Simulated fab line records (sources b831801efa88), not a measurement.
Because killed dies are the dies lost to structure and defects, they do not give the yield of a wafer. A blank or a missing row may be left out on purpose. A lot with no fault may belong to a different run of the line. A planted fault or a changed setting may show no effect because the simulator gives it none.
One fault seen from 2 desks | flow gf180mcu | what lay behind the numbers comes last; until then each desk has only its own

THE METROLOGY DESK
What the gauges read for every lot (on any tool): the sampled wafers with a number, averaged. A lot is out of limits, marked OUT, if its mean lies more than 4 standard deviations from the usual mean; the brackets give that distance.
Columns: A = SALICIDE_TIN_RS at GF_SALICIDE_RS_MEAS_04, usual 16.18 ohm/sq; B = CONTACT_BOW at GF_CONTACT_BOW_MEAS_05, usual 64 um; C = M1_ALCU_RS at GF_M1_RS_MEAS_05, usual 0.0697 ohm/sq; D = M1_ALCU_THK at GF_M1_THK_MEAS_06, usual 461 nm
lot  | first seen here | A     | B  | C                | D
L776 | day 15 09:00    | 15.97 | 70 | 0.0692           | 462
L777 | day 15 14:32    | 16.38 | 58 | 0.0705           | 455
L781 | day 17 09:56    | 16.16 | 64 | 0.0699           | 459
L782 | day 17 14:37    | 16.03 | 58 | 0.0700           | 460
L791 | day 20 20:01    | 15.94 | 69 | 0.0800 (+12) OUT | 412 (-7.8) OUT
L793 | day 22 00:07    | 16.08 | 70 | 0.0694           | 461
L795 | day 22 15:40    | 16.50 | 73 | 0.0696           | 458
L796 | day 22 20:52    | 16.25 | 64 | 0.0699           | 459
L797 | day 23 08:38    | 16.38 | 66 | 0.0699           | 458
L798 | day 23 12:08    | 16.10 | 63 | 0.0696           | 464
This desk reports L791 out of limits; the earliest was L791 at day 21 22:21 (M1_ALCU_RS at GF_M1_RS_MEAS_05). L776, L777, L781, L782, L793, L795, L796, L797, L798 stayed within limits.

FOR THE TOOL OWNER'S DESK: pvd_sputter-03
The tool's own readings at GF_M1_SPUTTER_02 (material AlCu, target thk 450 nm, time 23.9 s): means of the sampled wafers that have a number, for each lot that ran on this tool. A lot is out of limits, marked OUT, if its mean lies more than 4 standard deviations from the usual mean; the brackets give that distance.
Columns: A = throttle_valve_pct at GF_M1_SPUTTER_02, usual 30.0 %
lot  | first seen here | A
L776 | day 16 10:00    | 30.1
L777 | day 16 15:15    | 29.2
L781 | day 18 11:41    | 29.2
L782 | day 18 17:00    | 30.0
L791 | day 21 22:16    | 29.5
This desk found nothing out of limits on any of the 5 lots.

BROUGHT TOGETHER
Metrology desk: alarm possible at day 21 22:21 on L791.
The tool owner's desk saw nothing out of limits.
The tool owner's desk has L791 on record, within its limits.
Every lot named ran GF_M1_SPUTTER_02 on pvd_sputter-03.

WHAT THE SIMULATOR HAD PUT IN
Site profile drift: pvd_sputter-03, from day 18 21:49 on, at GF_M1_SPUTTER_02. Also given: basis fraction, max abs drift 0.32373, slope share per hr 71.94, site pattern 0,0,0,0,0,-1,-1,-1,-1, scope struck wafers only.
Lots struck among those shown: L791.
Per desk, hours elapsed from the start of the fault to the first reading out of limits: for the metrology desk, 73.
